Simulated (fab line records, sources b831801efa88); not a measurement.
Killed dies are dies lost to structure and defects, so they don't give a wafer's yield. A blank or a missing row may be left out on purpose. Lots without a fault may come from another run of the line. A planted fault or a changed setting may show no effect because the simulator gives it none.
Chamber matching | flow gf180mcu | GF_V2_CMP_26 on cmp-02: 4 sister chambers
The step polishes, stops on SiO2, t overpolish 15 s, target thk 0 nm. 4 wafers are shown with their chamber, then 9 later ones without.

WAFERS WITH THEIR CHAMBER
wafer  | chamber | motor_current_A (A)
L460.5 | 3       | 13.2
L468.3 | 0       | 10.7
L468.5 | 1       | 11.4
L468.6 | 2       | 11.4

WAFERS WITHOUT THEIR CHAMBER
wafer  | motor_current_A (A)
L467.2 | 10.9
L467.3 | 11.0
L467.4 | 11.6
L471.3 | 12.8
L471.4 | 10.8
L471.5 | 10.6
L472.4 | 13.7
L472.5 | 10.3
L472.6 | 11.0

WHICH CHAMBER EACH WENT THROUGH
wafer  | from the rows above          | in truth
L467.2 | can't be placed: 0 or 1 or 2 | 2
L467.3 | can't be placed: 0 or 1 or 2 | 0
L467.4 | can't be placed: 1 or 2      | 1
L471.3 | 3                            | 3
L471.4 | can't be placed: 0 or 1 or 2 | 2
L471.5 | 0                            | 0
L472.4 | 3                            | 3
L472.5 | 0                            | 0
L472.6 | can't be placed: 0 or 1 or 2 | 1
Placed correctly: 4 of 9. Can't be placed from these rows: 5 (the true chamber is among the candidates in 5). Placed wrongly: 0.
How it was worked out, from the rows above alone: a wafer's distance from a chamber is the root of the sum, over the readings, of the square of ((its reading less the chamber's mean) divided by the reading's scatter). The wafer belongs to the nearest chamber; if the next one is less than 2 further off, it can't be placed. A chamber's mean is the mean of its shown wafers. The scatter: with one shown wafer a chamber, the root of the mean of the squares of how far each hidden wafer lies from its nearest shown one.
